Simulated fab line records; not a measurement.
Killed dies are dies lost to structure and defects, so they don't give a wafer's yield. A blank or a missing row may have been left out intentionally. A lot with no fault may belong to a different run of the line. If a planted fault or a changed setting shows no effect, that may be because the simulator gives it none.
Code-filled problem report in 8D (eight disciplines) form + flow sky130 + the parts of the form that need people (team, actions taken, sign-off) are left out

## 1. PROBLEM STATEMENT
POLY_GATE_OXIDATION_THK at SKY_POLY_GATE_THK_MEAS_21 reads a mean of 4.58 nm on 6 wafers of 2 lots; wafers without a fault read 3.99 nm with a standard deviation of 0.072. Relative to the usual mean, that is a shift of +8.1 standard deviations.
First seen on wafer L885.3, day 21 17:08, on film metro-04. Wafers with a number at this step in the record: 33, from 11 lots. The rule behind "out" and "out of limits": a value lying over 4 standard deviations away from the usual mean. Any other wafer with a number is counted as sound.

## 2. WHAT IT IS AND WHAT IT IS NOT
| question                    | is                           | is not                                                                          |
|-----------------------------|------------------------------|---------------------------------------------------------------------------------|
| which readings at this step | POLY_GATE_OXIDATION_THK      | -                                                                               |
| which lots                  | L885, L886                   | L871, L872, L874, L875, L877, L883, L888, L889, L893                            |
| which wafers of those lots  | all that have a number       | -                                                                               |
| read on which gauges        | film metro-02, film metro-04 | film metro-01                                                                   |
| when                        | from day 21 17:08            | up to then (18 sound wafers); but 9 sound wafers of L888, L889, L893 came after |

## 3. THE SUSPECTS, EACH WITH WHAT RULES IT OUT
Counting: a tool at a process step up to the reading stays a suspect if it ran every lot that is out and no sound lot after the first of them.
- the gauge at SKY_POLY_GATE_THK_MEAS_21 is ruled out. Those wafers that are out were read across 2 gauges (film metro-02, film metro-04).
- furnace-01 at SKY_POLY_GATE_OXIDATION_20 (stabilise 600 s, purge 300 s, target thk 4 nm): kept. It processed each lot that is out, first L885 at day 21 15:52, and no sound lot thereafter; up to then, the last sound lot it processed was L883 at day 20 21:19. Its own readings are out on those wafers: spike tc bottom C, spike tc centre C, spike tc lower C, spike tc top C, spike tc upper C, tube center temp C, tube_center_temp_C_max.
Remaining after the count: furnace-01 at SKY_POLY_GATE_OXIDATION_20.

## 4. THE CAUSE (what the simulator had put in)
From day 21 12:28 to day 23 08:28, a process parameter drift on furnace-01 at SKY_POLY_GATE_OXIDATION_20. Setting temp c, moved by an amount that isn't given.
Counting left only this tool.

## 5. THE CHAIN OF EFFECTS, in route order
Each row: a reading whose mean over the struck wafers that have a number lies more than 3 standard deviations from the usual. Scope: only readings with a usual standard deviation given in the record; hours: median across lots of the time from each lot's start at the first step in this table that gives one to its start at this step; sigmas: change in usual standard deviations.
| hours | step                       | reading                 | usual    | on struck wafers | change | sigmas      |
|-------|----------------------------|-------------------------|----------|------------------|--------|-------------|
| 0     | SKY_POLY_GATE_OXIDATION_20 | spike tc bottom C       | 869.7 C  | 882.4            | +12.7  | +9.1        |
| 0     | SKY_POLY_GATE_OXIDATION_20 | spike tc centre C       | 849.4 C  | 861.3            | +11.9  | +9.2        |
| 0     | SKY_POLY_GATE_OXIDATION_20 | spike tc lower C        | 850.6 C  | 862.7            | +12.1  | +12         |
| 0     | SKY_POLY_GATE_OXIDATION_20 | spike tc top C          | 862.6 C  | 873.5            | +10.9  | +4.8        |
| 0     | SKY_POLY_GATE_OXIDATION_20 | spike tc upper C        | 849.1 C  | 862.3            | +13.2  | +12         |
| 0     | SKY_POLY_GATE_OXIDATION_20 | tube center temp C      | 850.01 C | 862.34           | +12.33 | +99 or more |
| 0     | SKY_POLY_GATE_OXIDATION_20 | tube_center_temp_C_max  | 852.2    | 864.4            | +12.2  | +35         |
| 1     | SKY_POLY_GATE_THK_MEAS_21  | POLY_GATE_OXIDATION_THK | 3.99 nm  | 4.58             | +0.59  | +8.1        |
Its process steps:
- SKY_POLY_GATE_OXIDATION_20: stabilise 600 s, purge 300 s, target thk 4 nm.
Later measuring or inspecting steps at which every struck wafer that the step has a row for has a number for every such reading, and none has moved that far: SKY_POLY_GATE_CD_MEAS_22.

## 6. WHAT WOULD HAVE CAUGHT IT SOONER
Counted from the fault's start at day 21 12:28, it took 5 hours until the first out-of-limits reading at a measuring or inspecting step in this record, taken at day 21 17:08.
At SKY_POLY_GATE_OXIDATION_20, the tool's own readings (spike tc bottom C, spike tc centre C, spike tc lower C, spike tc top C, spike tc upper C, tube center temp C, tube_center_temp_C_max) were out on each struck wafer the step has a row for, so an alarm limit on them would have fired on the first such wafer.
Lots out: 2; of these, L886 started SKY_POLY_GATE_OXIDATION_20 on furnace-01 after day 21 17:08. Holding the tool at that time would have saved it.
